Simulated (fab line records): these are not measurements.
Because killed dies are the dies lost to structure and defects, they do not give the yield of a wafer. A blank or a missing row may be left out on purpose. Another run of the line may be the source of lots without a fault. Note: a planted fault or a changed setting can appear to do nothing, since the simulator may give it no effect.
fab line records	flow sfq-line
record: lots: 14	wafers: 42	last-day: 83
route steps=325 shown M0@29
lots untouched by any fault: they come from a run of this same line in which no faults occurred
start-h: hours from the record's opening day to when the first of the lot's shown wafers began	wait-h: how many hours have passed since the lot's step before this one	" same as the row above	L1.1+2: several wafers, shown together as one row	- either no value or no given start	* or withheld: withheld	< > ~ a bound
route shown NAME@n: a module of which the file shows steps, and the number in the route of the first	usual: average and standard deviation across the fault-free wafers	same: alike in all rows	chamber/n: place in a boat	sites: each site's reading	_std_site: standard deviation across them	_edge_site: mean of outer sites minus mean of inner sites	radius-mm: for every site, how far away it sits from the centre of the wafer	mask NAME#n: copy n	behind: the tool/chamber that last shaped the wafer	hold: why the lot went on hold/how many hours it stayed there/how the hold came to an end	device: the n, p or np transistor that did not switch	end of line: tests run on the same wafers once the route is complete	for a step that has no rows: nothing shown but its recipe	killed: count of dies lost to structure and defects at first sort (not the wafer's yield)	map: shows each die of a wafer: x if killed, . if not, _ if none is there
set.NAME: the setting that was run; set.NAME@STEP: the one run at that earlier step	model.NAME: the simulator's own value behind a step, which no gauge read
steps of the route over a sample of lots; a table a step, a row a wafer
services: from which hour (start-h, from the record's first day; less than 0 if before it) a tool's chamber was out of use, for how many hours, and why
== steps ==
step: SFQ_TRILAYER_M0_DEP_SPUTTER_019
recipe: material: Nb	base-pressure-pa: 1.33e-06	chamber-pressure-pa: 0.1333	substrate-temp-c: 20	resputter-cathode-voltage-v: 400	target-thk-nm: 200	power-w: 2000	time-s: 133.3
usual: cathode-dc-power-W: 2000.0/0.32	throttle-valve-pct: 30.2/0.93
same: time-s: 133.3
lot.wafer	tool	chamber	start-h	wait-h	cathode-dc-power-W	throttle-valve-pct
L545.1	pvd-sputter-05	-	153.16	0.0	2000.2	28.9
L545.4	"	-	"	"	1999.8	30.1
L545.6	"	-	"	"	1999.8	30.3
L546.1	pvd-sputter-03	-	161.52	0.0	1999.9	31.5
L546.2	"	-	"	"	2000.1	30.9
L546.4	"	-	"	"	2000.3	30.4
L547.1	pvd-sputter-05	-	169.91	0.0	1999.7	29.4
L547.3	"	-	"	"	1999.2	31.0
L547.4	"	-	"	"	2000.5	30.0
L548.3	pvd-sputter-04	-	177.83	0.0	1999.9	30.7
L548.4	"	-	"	"	1999.3	31.7
L548.5	"	-	"	"	1999.5	30.4
L549.4	pvd-sputter-05	-	185.05	0.0	2000.1	30.2
L549.5	"	-	"	"	1999.5	30.2
L549.6	"	-	"	"	1999.9	31.2
L555.2	pvd-sputter-03	-	221.51	0.0	2000.4	29.1
L555.4	"	-	"	"	1999.3	30.3
L555.6	"	-	"	"	1999.8	29.0
L557.3	pvd-sputter-04	-	232.29	0.0	2000.0	29.1
L557.5	"	-	"	"	2000.1	29.0
L557.6	"	-	"	"	2000.2	29.5
L558.2	pvd-sputter-04	-	240.69	0.0	2467.4	29.9
L558.3	"	-	"	"	2468.2	31.6
L558.4	"	-	"	"	2468.3	30.6
L559.4	pvd-sputter-04	-	245.03	0.0	2468.0	31.7
L559.5	"	-	"	"	2468.2	31.8
L559.6	"	-	"	"	2468.4	28.8
L560.1	pvd-sputter-05	-	250.43	0.0	2000.1	29.0
L560.4	"	-	"	"	1999.8	31.2
L560.6	"	-	"	"	1999.9	30.1
L561.1	pvd-sputter-03	-	255.83	0.0	1999.8	29.0
L561.3	"	-	"	"	1999.7	30.5
L561.5	"	-	"	"	2000.1	31.4
L562.2	pvd-sputter-03	-	258.84	0.0	1999.7	31.4
L562.4	"	-	"	"	2000.0	29.0
L562.6	"	-	"	"	1999.9	30.5
L566.2	pvd-sputter-05	-	285.84	0.0	1999.7	30.4
L566.3	"	-	"	"	1999.8	28.9
L566.6	"	-	"	"	1999.9	31.6
L568.1	pvd-sputter-03	-	300.84	0.0	2000.3	31.5
L568.3	"	-	"	"	2000.0	30.4
L568.4	"	-	"	"	2000.0	29.0
step: SFQ_M0_RS_MEAS_904
recipe: thk-meas-gauge: four-point-probe	reads: Nb_of_TRILAYER_M0_DEP_SPUTTER_019
usual: M0_NB_RS: 0.888/0.012
lot.wafer	tool	chamber	start-h	wait-h	M0_NB_RS[ohm/sq]
L545.1	film-metro-01	-	153.25	0.0	0.904
L545.4	"	-	"	"	0.906
L545.6	"	-	"	"	0.896
L546.1	film-metro-03	-	161.61	0.0	0.894
L546.2	"	-	"	"	0.887
L546.4	"	-	"	"	0.877
L547.1	film-metro-02	-	170.00	0.0	0.889
L547.3	"	-	"	"	0.894
L547.4	"	-	"	"	0.895
L548.3	film-metro-03	-	177.96	0.1	0.876
L548.4	"	-	"	"	0.876
L548.5	"	-	"	"	0.875
L549.4	film-metro-02	-	185.20	0.1	0.889
L549.5	"	-	"	"	0.887
L549.6	"	-	"	"	0.889
L555.2	film-metro-01	-	221.62	0.1	0.885
L555.4	"	-	"	"	0.890
L555.6	"	-	"	"	0.885
L557.3	film-metro-01	-	232.42	0.1	0.883
L557.5	"	-	"	"	0.890
L557.6	"	-	"	"	0.881
L558.2	film-metro-01	-	240.80	0.1	0.719
L558.3	"	-	"	"	0.722
L558.4	"	-	"	"	0.718
L559.4	film-metro-03	-	245.18	0.1	0.726
L559.5	"	-	"	"	0.728
L559.6	"	-	"	"	0.728
L560.1	film-metro-03	-	250.52	0.0	0.883
L560.4	"	-	"	"	0.896
L560.6	"	-	"	"	0.898
L561.1	film-metro-02	-	255.92	0.0	0.883
L561.3	"	-	"	"	0.898
L561.5	"	-	"	"	0.906
L562.2	film-metro-02	-	258.95	0.1	0.908
L562.4	"	-	"	"	0.891
L562.6	"	-	"	"	0.899
L566.2	film-metro-02	-	285.95	0.1	0.897
L566.3	"	-	"	"	0.881
L566.6	"	-	"	"	0.893
L568.1	film-metro-01	-	300.93	0.0	0.915
L568.3	"	-	"	"	0.895
L568.4	"	-	"	"	0.894
step: SFQ_TRILAYER_M0_ETCH_METAL_ETCH_024
recipe: target: Nb	stop-on: SiO2	mask-material: PR	chemistry: Cl2/Ar	target-depth-nm: 240	icp-w: 600	bias-w: 80	pressure-mtorr: 10	time-s: 120
usual: drypump-motor-current-A: 5.9/0.57	oes-product-au: 0.896/0.008
same: time-s: 120
lot.wafer	tool	chamber	start-h	wait-h	drypump-motor-current-A	oes-product-au	rf-hours-counter-h
L545.1	rie-metal-03	1	238.90	0.1	6.4	0.892	212
L545.4	"	1	"	"	6.5	0.887	-
L545.6	"	1	"	"	6.4	0.892	-
L546.1	rie-metal-03	1	246.66	0.1	6.5	0.893	214
L546.2	"	1	"	"	6.5	0.896	-
L546.4	"	1	"	"	6.5	0.913	-
L547.1	rie-metal-04	0	252.60	0.0	6.2	0.885	120
L547.3	"	0	"	"	6.2	0.891	-
L547.4	"	1	"	"	5.0	0.889	-
L548.3	rie-metal-04	1	259.84	0.1	5.0	0.901	-
L548.4	"	0	"	"	6.2	0.907	-
L548.5	"	1	"	"	5.0	0.902	-
L549.4	rie-metal-02	1	267.18	0.2	6.0	0.891	-
L549.5	"	1	"	"	6.0	0.897	-
L549.6	"	1	"	"	6.0	0.889	-
L555.2	rie-metal-02	1	307.92	0.0	6.0	0.905	117
L555.4	"	1	"	"	6.0	0.901	-
L555.6	"	0	"	"	4.9	0.891	-
L557.3	rie-metal-04	1	327.09	0.1	5.1	0.901	-
L557.5	"	1	"	"	5.0	0.905	-
L557.6	"	0	"	"	6.2	0.895	-
L558.2	rie-metal-04	1	339.05	0.0	5.0	1.004	92
L558.3	"	1	"	"	5.0	0.993	-
L558.4	"	0	"	"	6.2	0.991	-
L559.4	rie-metal-03	1	346.42	0.1	6.4	0.986	-
L559.5	"	1	"	"	6.4	0.991	-
L559.6	"	0	"	"	6.3	0.992	-
L560.1	rie-metal-03	0	353.57	0.0	6.3	0.896	13
L560.4	"	1	"	"	6.4	0.899	-
L560.6	"	0	"	"	6.3	0.895	-
L561.1	rie-metal-04	1	363.17	0.0	5.0	0.895	95
L561.3	"	1	"	"	5.0	0.895	-
L561.5	"	0	"	"	6.2	0.889	-
L562.2	rie-metal-04	1	369.17	0.0	5.0	0.881	97
L562.4	"	1	"	"	5.0	0.900	-
L562.6	"	1	"	"	5.0	0.888	-
L566.2	rie-metal-02	1	410.30	0.1	6.0	0.894	-
L566.3	"	1	"	"	6.0	0.899	-
L566.6	"	1	"	"	6.0	0.891	-
L568.1	rie-metal-02	1	428.26	0.1	6.0	0.883	134
L568.3	"	1	"	"	6.0	0.898	-
L568.4	"	1	"	"	6.0	0.887	-
== services ==
tool	chamber	start-h	hours	kind
pvd-sputter-03	-	134.98	2.4	repair
pvd-sputter-04	-	145.21	2.6	repair
pvd-sputter-05	-	160.48	3.0	repair
pvd-sputter-03	-	181.83	0.6	repair
pvd-sputter-04	1	183.99	-	consumable-replace:kit
pvd-sputter-04	1	183.99	18.0	scheduled-down
pvd-sputter-04	1	183.99	18.0	vent-cycle
pvd-sputter-03	-	194.26	1.2	repair
rie-metal-02	1	211.05	1.7	repair
rie-metal-02	-	227.32	28.1	pm
rie-metal-03	0	246.43	-	clean
pvd-sputter-04	-	261.08	1.4	repair
rie-metal-03	0	273.31	14.8	repair
rie-metal-04	-	275.47	2.8	pm
rie-metal-03	1	282.83	11.1	repair
pvd-sputter-03	-	285.35	2.5	repair
pvd-sputter-05	-	311.01	2.3	repair
pvd-sputter-03	-	334.56	24.5	repair
pvd-sputter-05	-	340.60	1.1	repair
pvd-sputter-05	3	351.37	-	consumable-replace:kit
pvd-sputter-05	3	351.37	18.0	scheduled-down
pvd-sputter-05	3	351.37	18.0	vent-cycle
rie-metal-02	-	359.72	14.6	pm
rie-metal-02	0	406.78	27.8	repair
== key ==
first-sign: step: SFQ_TRILAYER_M0_DEP_SPUTTER_019	reading: cathode-dc-power-W	direction: up	sigmas: 99+	usual: 2000.0	struck: 2468.1
effect: step: SFQ_M0_RS_MEAS_904	reading: M0_NB_RS	direction: down	sigmas: 14	usual: 0.888	struck: 0.724
effect: step: SFQ_TRILAYER_M0_ETCH_METAL_ETCH_024	reading: oes-product-au	direction: up	sigmas: 12	usual: 0.896	struck: 0.993
met-at SFQ_TRILAYER_M0_DEP_SPUTTER_019
struck-lots L558,L559
onset-between 232.29 240.69
fault: kind: process-parameter-drift	tool: pvd-sputter-04	chamber: -	onset-h: 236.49	steps: SFQ_TRILAYER_M0_DEP_SPUTTER_019	channel: power-w	offset: 467.9	shape: step	end-h: 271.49	acts-in: these-recipes-only	stated: 2000
